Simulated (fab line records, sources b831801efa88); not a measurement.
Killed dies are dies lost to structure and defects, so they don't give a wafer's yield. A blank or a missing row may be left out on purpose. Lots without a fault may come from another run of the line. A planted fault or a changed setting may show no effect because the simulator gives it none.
fab line records | flow sky130
record lots=14 wafers=42 last_day=50
route steps=708 shown VIA2@507 PAD_OPEN@708
lots that met no fault: from a run of the same line without faults
start_h: hours from the record's first day to the start of the lot's first wafer shown | wait_h: hours since the lot's step before | " the same as in the row above | L1.1+2: a row that stands for several wafers | - no value, or no start given | * or withheld: withheld | < > ~ a bound
route shown NAME@n: a module of which the file shows steps, and the number in the route of the first | usual: mean/standard deviation of fault-free wafers | same: alike in all rows | chamber/n: place in a boat | sites: the reading at each site | _std_site: their standard deviation | _edge_site: outer sites' mean less inner sites' | radius_mm: how far each site lies from the wafer's centre | mask NAME#n: copy n | behind: the tool/chamber that last shaped the wafer | hold: why the lot was held/for how many hours/how that ended | device: the transistor (n, p or np) that didn't switch | end of line: the same wafers' tests at the end of the route | a step without rows: its recipe alone | killed: dies lost to structure and defects at the first sort, not the wafer's yield | map: a wafer's dies, x killed, . not, _ none there
set.NAME: the setting as run; set.NAME@STEP: as run at that earlier step | model.NAME: the simulator's own value behind a step, which no gauge read
steps of the route over a sample of lots; a table a step, a row a wafer
services: from which hour (start_h, from the record's first day; less than 0 if before it) a tool's chamber was out of use, for how many hours, and why
## steps
# step SKY_VIA2_HDPCVD_00
# recipe material=SiO2 target_thk_nm=1180 sigma_open_frac=0.3 time_s=196.7 temp_c=400 sih4_flow_sccm=60 pressure_mtorr=6
# columns lot.wafer tool chamber start_h wait_h
L740.3+4+5 hdpcvd-01 2,2,0 810.05 0.0
L741.1+4+6 hdpcvd-01 1,2,0 824.37 0.0
L742.1+4+5 hdpcvd-02 1,0,2 834.92 0.0
L743.1+3+6 hdpcvd-01 1,2,2 844.43 0.0
L746.2+4+6 hdpcvd-01 2,2,0 873.28 0.0
L747.3+4+5 hdpcvd-02 1,1,0 881.11 0.0
L748.2+4+5 hdpcvd-02 1,0,1 888.31 0.0
L749.1+3+5 hdpcvd-01 0,1,1 890.47 0.0
L751.2+3+6 hdpcvd-02 2,1,2 905.32 0.0
L755.2+4+5 hdpcvd-02 1,0,1 933.13 0.0
L756.3+5+6 hdpcvd-01 1,2,0 938.92 0.0
L757.1+3+4 hdpcvd-01 2,0,2 949.68 0.0
L760.1+2+3 hdpcvd-02 2,1,0 977.35 0.0
L761.4+5+6 hdpcvd-02 1,2,0 978.70 0.1
# step SKY_VIA2_THK_MEAS_01
# recipe reads=SiO2_of_VIA2_HDPCVD_00
# usual VIA2_HDPCVD_THK=1183/15
# columns lot.wafer tool chamber start_h wait_h VIA2_HDPCVD_THK[nm]
L740.3 film_metro-04 - 810.20 0.1 1211
L740.4 " - " " 1196
L740.5 " - " " 1172
L741.1 film_metro-01 - 824.50 0.1 1178
L741.4 " - " " 1208
L741.6 " - " " 1189
L742.1 film_metro-01 - 835.04 0.1 1170
L742.4 " - " " 1179
L742.5 " - " " 1189
L743.1 film_metro-04 - 844.55 0.1 1189
L743.3 " - " " 1209
L743.6 " - " " 1219
L746.2 film_metro-04 - 873.41 0.1 1217
L746.4 " - " " 1226
L746.6 " - " " 1175
L747.3 film_metro-01 - 881.26 0.1 1161
L747.4 " - " " 1175
L747.5 " - " " 1191
L748.2 film_metro-01 - 888.45 0.1 1176
L748.4 " - " " 1179
L748.5 " - " " 1180
L749.1 film_metro-04 - 890.59 0.1 1182
L749.3 " - " " 1197
L749.5 " - " " 1194
L751.2 film_metro-02 - 905.45 0.1 1182
L751.3 " - " " 1159
L751.6 " - " " 1165
L755.2 film_metro-01 - 933.27 0.1 1171
L755.4 " - " " 1168
L755.5 " - " " 1155
L756.3 film_metro-04 - 939.07 0.1 441
L756.5 " - " " 446
L756.6 " - " " 431
L757.1 film_metro-02 - 949.80 0.1 461
L757.3 " - " " 441
L757.4 " - " " 447
L760.1 film_metro-01 - 977.48 0.1 1171
L760.2 " - " " 1180
L760.3 " - " " 1187
L761.4 film_metro-04 - 978.79 0.0 1177
L761.5 " - " " 1171
L761.6 " - " " 1170
# step SKY_VIA2_ETCH_15
# recipe target=SiO2 chemistry=C4F8/O2/Ar target_depth_nm=546 stop_on=TiN mask_material=KrF-thick source_w=1500 bias_w=1200 pressure_mtorr=40 c4f8_flow_sccm=withheld O2_flow_sccm=6 Ar_flow_sccm=300 time_s=84
# usual bias_w=1200/3.4 oes_product_au=0.940/0.0046
# columns lot.wafer tool chamber start_h wait_h bias_w oes_product_au rf_hours_counter_h
L740.3 rie_diel-04 0 837.52 0.0 1194 0.940 24
L740.4 " 1 " " 1203 0.943 4
L740.5 " 0 " " 1195 0.943 -
L741.1 rie_diel-01 3 852.22 0.0 1201 0.947 14
L741.4 " 0 " " 1205 0.934 15
L741.6 " 2 " " 1198 0.942 -
L742.1 rie_diel-04 1 860.84 0.0 1201 0.945 5
L742.4 " 2 " " 1200 0.937 20
L742.5 " 0 " " 1198 0.944 -
L743.1 rie_diel-04 1 870.87 0.0 1204 0.940 5
L743.3 " 3 " " 1201 0.941 7
L743.6 " 3 " " 1203 0.945 -
L746.2 rie_diel-04 1 899.79 0.0 1198 0.940 6
L746.4 " 2 " " 1197 0.936 21
L746.6 " 3 " " 1206 0.940 -
L747.3 rie_diel-01 1 907.19 0.0 1201 0.939 9
L747.4 " 3 " " 1198 0.938 16
L747.5 " 2 " " 1197 0.939 -
L748.2 rie_diel-04 0 913.67 0.0 1197 0.948 27
L748.4 " 3 " " 1194 0.933 9
L748.5 " 0 " " 1197 0.942 -
L749.1 rie_diel-04 0 916.07 0.0 1198 0.943 27
L749.3 " 3 " " 1199 0.930 9
L749.5 " 1 " " 1207 0.941 -
L751.2 rie_diel-02 3 931.16 0.0 1201 0.940 15
L751.3 " 2 " " 1200 0.941 3
L751.6 " 1 " " 1198 0.941 -
L755.2 rie_diel-04 1 957.52 0.0 1201 0.936 7
L755.4 " 1 " " 1199 0.936 -
L755.5 " 3 " " 1206 0.941 -
L756.3 rie_diel-04 1 964.02 0.1 1198 0.885 -
L756.5 " 2 " " 1200 0.885 -
L756.6 " 1 " " 1204 0.872 -
L757.1 rie_diel-02 0 974.18 0.0 1197 0.904 19
L757.3 " 2 " " 1202 0.877 4
L757.4 " 3 " " 1202 0.886 16
L760.1 rie_diel-01 0 1001.78 0.0 1199 0.937 18
L760.2 " 1 " " 1203 0.933 12
L760.3 " 3 " " 1200 0.933 18
L761.4 rie_diel-02 1 1002.69 0.0 1203 0.947 10
L761.5 " 3 " " 1204 0.940 -
L761.6 " 0 " " 1198 0.934 -
# step SKY_PAD_OPEN_PROBE_99
# usual defect_limited_yield=82.5/1.7 killed_at_M0_to_M3=43/6.7 killed_at_M4_up=3.2/1.8 killed_at_contacts=24/4.8 killed_at_front_end=16/4.2 killed_at_other=0.3/0.56 killed_dies=86/8.5 killed_open=47/6.7 killed_short=39/6
# same gross_dies=492 killed_at_back_side=0
# columns lot.wafer tool chamber start_h wait_h defect_limited_yield[%] killed_at_M0_to_M3 killed_at_M4_up killed_at_contacts killed_at_front_end killed_at_other killed_dies killed_open killed_short
L740.3 prober-01 - 1065.82 0.2 81.5 39 7 32 13 0 91 48 43
L740.4 prober-01 - 1065.87 0.2 82.1 45 3 18 22 0 88 51 37
L740.5 prober-01 - 1065.92 0.2 84.3 33 2 32 10 0 77 39 36
L741.1 prober-02 - 1075.77 0.1 83.5 35 0 25 21 0 81 42 39
L741.4 prober-02 - 1075.92 0.2 81.7 38 7 27 18 0 90 45 45
L741.6 prober-02 - 1076.02 0.2 82.9 48 2 17 16 1 84 39 45
L742.1 prober-01 - 1084.06 0.1 82.3 37 4 24 22 0 87 51 34
L742.4 prober-01 - 1084.21 0.2 80.7 53 6 18 18 0 95 49 44
L742.5 prober-01 - 1084.26 0.2 81.1 44 3 29 16 1 93 51 40
L743.1 prober-02 - 1090.83 0.1 84.1 35 4 19 20 0 78 45 32
L743.3 prober-02 - 1090.93 0.2 83.7 40 5 19 16 0 80 46 34
L743.6 prober-02 - 1091.08 0.2 81.7 50 1 21 18 0 90 55 35
L746.2 prober-01 - 1115.58 0.1 80.5 52 3 23 16 2 96 49 46
L746.4 prober-01 - 1115.68 0.2 81.9 46 2 25 15 1 89 44 44
L746.6 prober-01 - 1115.78 0.2 81.3 55 6 18 13 0 92 41 51
L747.3 prober-02 - 1121.00 0.2 82.1 49 3 16 20 0 88 55 33
L747.4 prober-02 - 1121.05 0.2 84.6 38 1 20 17 0 76 40 36
L747.5 prober-02 - 1121.10 0.2 86.0 36 1 21 11 0 69 33 36
L748.2 prober-01 - 1126.90 0.1 80.9 50 5 30 9 0 94 58 36
L748.4 prober-01 - 1127.00 0.2 83.7 48 3 20 9 0 80 45 35
L748.5 prober-01 - 1127.05 0.2 80.7 41 6 31 17 0 95 54 41
L749.1 prober-02 - 1127.80 0.1 79.1 63 6 25 9 0 103 62 39
L749.3 prober-02 - 1127.90 0.2 83.9 44 5 15 15 0 79 45 32
L749.5 prober-02 - 1128.00 0.2 80.7 53 2 35 5 0 95 51 44
L751.2 prober-02 - 1138.50 0.1 82.3 45 6 24 11 1 87 49 37
L751.3 prober-02 - 1138.55 0.2 82.3 40 3 28 15 1 87 48 39
L751.6 prober-02 - 1138.70 0.2 81.1 49 3 24 17 0 93 41 52
L755.2 prober-02 - 1160.56 0.1 83.1 52 2 19 10 0 83 46 37
L755.4 prober-02 - 1160.66 0.2 82.7 45 1 26 13 0 85 42 43
L755.5 prober-02 - 1160.71 0.2 81.1 45 6 28 14 0 93 52 41
L756.3 prober-01 - 1163.80 0.2 83.5 44 2 21 14 0 81 47 34
L756.5 prober-01 - 1163.90 0.2 80.3 48 3 29 17 0 97 57 40
L756.6 prober-01 - 1163.95 0.2 85.2 38 2 19 14 0 73 35 38
L757.1 prober-02 - 1172.82 0.1 83.1 36 6 22 17 2 83 44 39
L757.3 prober-02 - 1172.92 0.2 84.3 32 1 24 20 0 77 39 37
L757.4 prober-02 - 1172.97 0.2 84.3 31 2 28 15 1 77 42 35
L760.1 prober-01 - 1190.91 0.1 82.5 38 3 27 18 0 86 44 41
L760.2 prober-01 - 1190.96 0.1 81.5 44 3 24 19 1 91 46 44
L760.3 prober-01 - 1191.01 0.2 84.1 44 3 13 18 0 78 42 34
L761.4 prober-02 - 1193.07 0.2 83.9 42 4 14 18 1 79 43 36
L761.5 prober-02 - 1193.12 0.2 81.5 46 6 29 10 0 91 59 32
L761.6 prober-02 - 1193.17 0.2 83.7 47 1 20 12 0 80 37 43
# killed by level:class
L740.3 VIA1:geometric_particle:open=12 CONTACT:geometric_particle:open=10 CONTACT:geometric_particle:short=7 VIA3:geometric_particle:open=7 FIELD_ISO:geometric_particle:short=6 LI_CONTACT:geometric_particle:short=6 LI_CONTACT:geometric_particle:open=6 METAL2:geometric_particle:short=4
L740.4 CONTACT:geometric_particle:open=9 VIA3:geometric_particle:open=9 VIA2:geometric_particle:open=9 VIA1:geometric_particle:open=8 FIELD_ISO:geometric_particle:short=5 SPACER:geometric_particle:short=4 LI_CONTACT:geometric_particle:open=4 VIA1:geometric_particle:short=4
L740.5 LI_CONTACT:geometric_particle:open=13 CONTACT:geometric_particle:open=7 LOCAL_INTERCONNECT:geometric_particle:short=7 VIA3:geometric_particle:open=6 VIA3:geometric_particle:short=6 METAL1:geometric_particle:short=5 VIA1:geometric_particle:open=5 CONTACT:geometric_particle:short=4
L741.1 FIELD_ISO:geometric_particle:open=10 VIA1:geometric_particle:open=9 CONTACT:geometric_particle:short=8 METAL2:geometric_particle:short=8 LI_CONTACT:geometric_particle:open=6 LOCAL_INTERCONNECT:geometric_particle:short=5 FIELD_ISO:geometric_particle:short=4 VIA3:geometric_particle:open=4
L741.4 CONTACT:geometric_particle:open=10 LI_CONTACT:geometric_particle:open=8 VIA1:geometric_particle:open=8 POLY_GATE:geometric_particle:short=7 VIA2:geometric_particle:open=5 LOCAL_INTERCONNECT:geometric_particle:short=5 METAL1:geometric_particle:short=5 METAL2:geometric_particle:short=5
L741.6 VIA2:geometric_particle:open=9 VIA1:geometric_particle:open=8 VIA3:geometric_particle:short=7 CONTACT:geometric_particle:short=6 VIA3:geometric_particle:open=6 POLY_GATE:geometric_particle:short=5 LI_CONTACT:geometric_particle:open=5 METAL1:geometric_particle:short=5
L742.1 CONTACT:geometric_particle:open=9 VIA1:geometric_particle:open=8 VIA2:geometric_particle:open=8 FIELD_ISO:geometric_particle:open=6 FIELD_ISO:geometric_particle:short=6 LI_CONTACT:geometric_particle:open=5 CONTACT:geometric_particle:short=5 METAL2:geometric_particle:short=5
L742.4 VIA2:geometric_particle:open=11 POLY_GATE:geometric_particle:open=8 VIA1:geometric_particle:open=8 CONTACT:geometric_particle:open=7 METAL3:geometric_particle:short=6 POLY_GATE:geometric_particle:short=5 CONTACT:geometric_particle:short=5 METAL1:geometric_particle:short=5
L742.5 VIA1:geometric_particle:open=14 CONTACT:geometric_particle:open=10 METAL2:geometric_particle:short=8 LI_CONTACT:geometric_particle:open=7 CONTACT:geometric_particle:short=7 POLY_GATE:geometric_particle:open=6 VIA2:geometric_particle:open=6 VIA3:geometric_particle:open=6
L743.1 CONTACT:geometric_particle:open=10 FIELD_ISO:geometric_particle:short=8 VIA3:geometric_particle:open=8 VIA2:geometric_particle:open=7 VIA1:geometric_particle:open=6 METAL1:geometric_particle:short=5 FIELD_ISO:geometric_particle:open=4 LOCAL_INTERCONNECT:geometric_particle:short=4
L743.3 VIA1:geometric_particle:open=10 VIA3:geometric_particle:open=9 FIELD_ISO:geometric_particle:short=7 LI_CONTACT:geometric_particle:open=7 CONTACT:geometric_particle:open=6 METAL2:geometric_particle:short=6 CONTACT:geometric_particle:short=5 POLY_GATE:geometric_particle:open=5
L743.6 VIA1:geometric_particle:open=10 VIA3:geometric_particle:open=10 CONTACT:geometric_particle:open=8 VIA2:geometric_particle:open=8 LI_CONTACT:geometric_particle:open=5 VIA2:geometric_particle:short=5 FIELD_ISO:geometric_particle:short=4 POLY_GATE:geometric_particle:short=4
L746.2 VIA1:geometric_particle:open=15 METAL2:geometric_particle:short=6 LOCAL_INTERCONNECT:geometric_particle:short=6 VIA1:geometric_particle:short=6 POLY_GATE:geometric_particle:open=5 METAL1:geometric_particle:short=5 CONTACT:geometric_particle:open=5 VIA2:geometric_particle:open=5
L746.4 VIA3:geometric_particle:open=11 CONTACT:geometric_particle:open=8 LI_CONTACT:geometric_particle:open=6 METAL2:geometric_particle:short=6 LOCAL_INTERCONNECT:geometric_particle:short=5 VIA1:geometric_particle:open=5 POLY_GATE:geometric_particle:open=4 POLY_GATE:geometric_particle:short=4
L746.6 VIA1:geometric_particle:open=13 METAL1:geometric_particle:short=9 METAL2:geometric_particle:short=8 VIA3:geometric_particle:open=7 METAL4:geometric_particle:short=5 LOCAL_INTERCONNECT:geometric_particle:short=5 CONTACT:geometric_particle:open=5 VIA2:geometric_particle:open=5
L747.3 VIA1:geometric_particle:open=12 VIA3:geometric_particle:open=10 LI_CONTACT:geometric_particle:open=7 VIA3:geometric_particle:short=7 CONTACT:geometric_particle:open=6 POLY_GATE:geometric_particle:open=5 VIA1:geometric_particle:short=5 FIELD_ISO:geometric_particle:short=4
L747.4 VIA1:geometric_particle:open=9 METAL2:geometric_particle:short=9 POLY_GATE:geometric_particle:open=7 CONTACT:geometric_particle:open=6 FIELD_ISO:geometric_particle:short=5 VIA2:geometric_particle:open=5 LI_CONTACT:geometric_particle:open=5 CONTACT:geometric_particle:short=5
L747.5 VIA1:geometric_particle:short=10 VIA1:geometric_particle:open=7 LI_CONTACT:geometric_particle:open=6 CONTACT:geometric_particle:open=6 FIELD_ISO:geometric_particle:short=5 LOCAL_INTERCONNECT:geometric_particle:short=5 VIA2:geometric_particle:open=5 METAL2:geometric_particle:short=4
L748.2 VIA1:geometric_particle:open=14 VIA2:geometric_particle:open=10 LI_CONTACT:geometric_particle:open=9 CONTACT:geometric_particle:open=8 VIA1:geometric_particle:short=7 VIA3:geometric_particle:open=5 LOCAL_INTERCONNECT:geometric_particle:short=4 CONTACT:geometric_particle:short=4
L748.4 VIA1:geometric_particle:open=11 VIA1:geometric_particle:short=8 LOCAL_INTERCONNECT:geometric_particle:short=6 CONTACT:geometric_particle:open=6 METAL2:geometric_particle:short=6 LI_CONTACT:geometric_particle:open=5 VIA3:geometric_particle:open=5 FIELD_ISO:geometric_particle:short=4
L748.5 LI_CONTACT:geometric_particle:open=15 VIA1:geometric_particle:open=8 VIA3:geometric_particle:open=8 CONTACT:geometric_particle:open=7 METAL1:geometric_particle:short=6 FIELD_ISO:geometric_particle:open=5 FIELD_ISO:geometric_particle:short=5 METAL4:geometric_particle:short=5
L749.1 VIA3:geometric_particle:open=17 CONTACT:geometric_particle:open=11 VIA1:geometric_particle:open=9 LI_CONTACT:geometric_particle:open=8 VIA2:geometric_particle:short=7 VIA3:geometric_particle:short=6 VIA2:geometric_particle:open=6 VIA1:geometric_particle:short=5
L749.3 VIA2:geometric_particle:open=8 VIA1:geometric_particle:open=8 LI_CONTACT:geometric_particle:open=6 FIELD_ISO:geometric_particle:open=5 METAL3:geometric_particle:short=5 CONTACT:geometric_particle:open=5 VIA3:geometric_particle:open=4 METAL1:geometric_particle:short=4
L749.5 CONTACT:geometric_particle:open=14 VIA1:geometric_particle:open=13 LI_CONTACT:geometric_particle:open=9 METAL2:geometric_particle:short=8 CONTACT:geometric_particle:short=7 VIA1:geometric_particle:short=6 VIA3:geometric_particle:open=5 VIA2:geometric_particle:short=5
L751.2 VIA1:geometric_particle:open=12 CONTACT:geometric_particle:open=11 VIA2:geometric_particle:open=7 LI_CONTACT:geometric_particle:open=5 LI_CONTACT:geometric_particle:short=5 METAL1:geometric_particle:short=5 VIA3:geometric_particle:open=5 POLY_GATE:geometric_particle:open=4
L751.3 LI_CONTACT:geometric_particle:open=10 CONTACT:geometric_particle:short=8 VIA2:geometric_particle:short=6 VIA2:geometric_particle:open=6 VIA3:geometric_particle:open=6 METAL1:geometric_particle:short=5 CONTACT:geometric_particle:open=5 FIELD_ISO:geometric_particle:open=4
L751.6 VIA1:geometric_particle:open=9 VIA3:geometric_particle:open=8 VIA1:geometric_particle:short=6 LOCAL_INTERCONNECT:geometric_particle:short=6 METAL1:geometric_particle:short=6 CONTACT:geometric_particle:short=5 VIA2:geometric_particle:short=5 POLY_GATE:geometric_particle:open=4
L755.2 VIA1:geometric_particle:open=14 VIA2:geometric_particle:open=7 METAL3:geometric_particle:short=7 LI_CONTACT:geometric_particle:open=6 VIA3:geometric_particle:open=6 METAL2:geometric_particle:short=5 FIELD_ISO:geometric_particle:open=4 CONTACT:geometric_particle:open=4
L755.4 LI_CONTACT:geometric_particle:open=9 CONTACT:geometric_particle:open=7 METAL1:geometric_particle:short=7 POLY_GATE:geometric_particle:open=6 LOCAL_INTERCONNECT:geometric_particle:short=6 VIA1:geometric_particle:short=6 VIA3:geometric_particle:open=5 METAL2:geometric_particle:short=5
L755.5 METAL2:geometric_particle:short=14 LI_CONTACT:geometric_particle:open=11 CONTACT:geometric_particle:open=9 VIA1:geometric_particle:open=8 FIELD_ISO:geometric_particle:short=6 VIA2:geometric_particle:open=6 VIA3:geometric_particle:open=6 VIA1:geometric_particle:short=5
L756.3 VIA1:geometric_particle:open=9 CONTACT:geometric_particle:open=7 VIA1:geometric_particle:short=7 VIA2:geometric_particle:open=7 LI_CONTACT:geometric_particle:open=6 VIA2:geometric_particle:short=5 VIA3:geometric_particle:open=5 FIELD_ISO:geometric_particle:open=4
L756.5 CONTACT:geometric_particle:open=14 VIA1:geometric_particle:open=13 VIA2:geometric_particle:open=8 CONTACT:geometric_particle:short=6 VIA3:geometric_particle:open=6 FIELD_ISO:geometric_particle:short=5 POLY_GATE:geometric_particle:open=4 LOCAL_INTERCONNECT:geometric_particle:short=4
L756.6 VIA1:geometric_particle:open=9 CONTACT:geometric_particle:short=8 VIA2:geometric_particle:open=6 FIELD_ISO:geometric_particle:open=4 LI_CONTACT:geometric_particle:open=4 CONTACT:geometric_particle:open=4 METAL2:geometric_particle:short=4 VIA2:geometric_particle:short=4
L757.1 CONTACT:geometric_particle:open=8 LI_CONTACT:geometric_particle:open=7 VIA1:geometric_particle:open=7 METAL2:geometric_particle:short=7 VIA3:geometric_particle:open=6 POLY_GATE:geometric_particle:open=5 CONTACT:geometric_particle:short=4 METAL1:geometric_particle:short=4
L757.3 VIA1:geometric_particle:open=10 LI_CONTACT:geometric_particle:open=8 FIELD_ISO:geometric_particle:short=6 CONTACT:geometric_particle:open=6 CONTACT:geometric_particle:short=5 VIA3:geometric_particle:short=5 FIELD_ISO:geometric_particle:open=4 METAL1:geometric_particle:short=4
L757.4 CONTACT:geometric_particle:open=11 LI_CONTACT:geometric_particle:open=8 VIA3:geometric_particle:open=6 FIELD_ISO:geometric_particle:short=5 VIA2:geometric_particle:open=5 FIELD_ISO:geometric_particle:open=4 VIA3:geometric_particle:short=4 VIA1:geometric_particle:open=4
L760.1 VIA1:geometric_particle:open=12 LI_CONTACT:geometric_particle:open=7 CONTACT:geometric_particle:open=7 LI_CONTACT:geometric_particle:short=6 VIA3:geometric_particle:open=6 CONTACT:geometric_particle:short=5 VIA2:geometric_particle:short=5 FIELD_ISO:geometric_particle:open=4
L760.2 VIA1:geometric_particle:open=13 CONTACT:geometric_particle:open=10 POLY_GATE:geometric_particle:short=8 METAL1:geometric_particle:short=7 FIELD_ISO:geometric_particle:short=5 LI_CONTACT:geometric_particle:open=5 CONTACT:geometric_particle:short=4 VIA1:geometric_particle:short=4
L760.3 VIA1:geometric_particle:open=13 VIA3:geometric_particle:short=6 FIELD_ISO:geometric_particle:open=5 LI_CONTACT:geometric_particle:open=5 METAL3:geometric_particle:short=5 METAL1:geometric_particle:short=5 CONTACT:geometric_particle:open=4 POLY_GATE:geometric_particle:short=3
L761.4 VIA1:geometric_particle:open=9 VIA3:geometric_particle:open=9 VIA2:geometric_particle:open=7 FIELD_ISO:geometric_particle:open=6 LI_CONTACT:geometric_particle:open=6 FIELD_ISO:geometric_particle:short=5 METAL1:geometric_particle:short=4 VIA1:geometric_particle:short=4
L761.5 VIA1:geometric_particle:open=18 LI_CONTACT:geometric_particle:open=13 CONTACT:geometric_particle:open=9 VIA3:geometric_particle:open=6 METAL4:geometric_particle:short=6 METAL2:geometric_particle:short=6 VIA1:geometric_particle:short=5 VIA2:geometric_particle:open=5
L761.6 VIA1:geometric_particle:open=9 LI_CONTACT:geometric_particle:open=7 VIA1:geometric_particle:short=7 VIA2:geometric_particle:open=7 LI_CONTACT:geometric_particle:short=6 METAL1:geometric_particle:short=6 VIA3:geometric_particle:open=6 POLY_GATE:geometric_particle:short=5
## services
# columns tool chamber start_h hours kind
rie_diel-01 3 788.17 11.7 repair
rie_diel-02 1 788.75 9.7 repair
hdpcvd-02 1 826.80 6.7 repair
hdpcvd-02 - 829.28 2.8 pm
rie_diel-02 2 845.49 4.1 repair
hdpcvd-01 2 862.14 6.1 repair
hdpcvd-02 1 882.15 2.1 repair
rie_diel-02 0 890.25 9.2 repair
hdpcvd-02 - 899.82 0.8 repair
rie_diel-04 - 910.08 2.8 pm
rie_diel-01 1 932.90 3.6 repair
rie_diel-04 0 946.98 - clean
rie_diel-04 0 946.98 - consumable_replace:showerhead
rie_diel-04 0 946.98 21.3 scheduled_down
rie_diel-04 0 946.98 21.3 vent_cycle
hdpcvd-01 - 950.25 15.0 pm
hdpcvd-01 0 950.25 15.0 vent_cycle
hdpcvd-01 1 950.25 15.0 vent_cycle
hdpcvd-01 2 950.25 15.0 vent_cycle
rie_diel-01 0 960.96 5.5 repair
rie_diel-04 3 963.00 5.6 repair
hdpcvd-01 0 965.25 - clean
hdpcvd-01 1 965.25 - clean
hdpcvd-02 - 987.01 0.9 repair
## key
first_sign step=SKY_VIA2_THK_MEAS_01 reading=VIA2_HDPCVD_THK direction=down sigmas=48 usual=1183 struck=444
effect step=SKY_VIA2_ETCH_15 reading=oes_product_au direction=down sigmas=12 usual=0.940 struck=0.885
met_at SKY_VIA2_HDPCVD_00
struck_lots L756,L757
onset_between 890.47 938.92
fault kind=process_parameter_drift tool=hdpcvd-01 chamber=- onset_h=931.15 steps=SKY_VIA2_HDPCVD_00 channel=target_thk_nm offset=-744.61 shape=step end_h=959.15 acts_in=these_recipes_only stated=1180
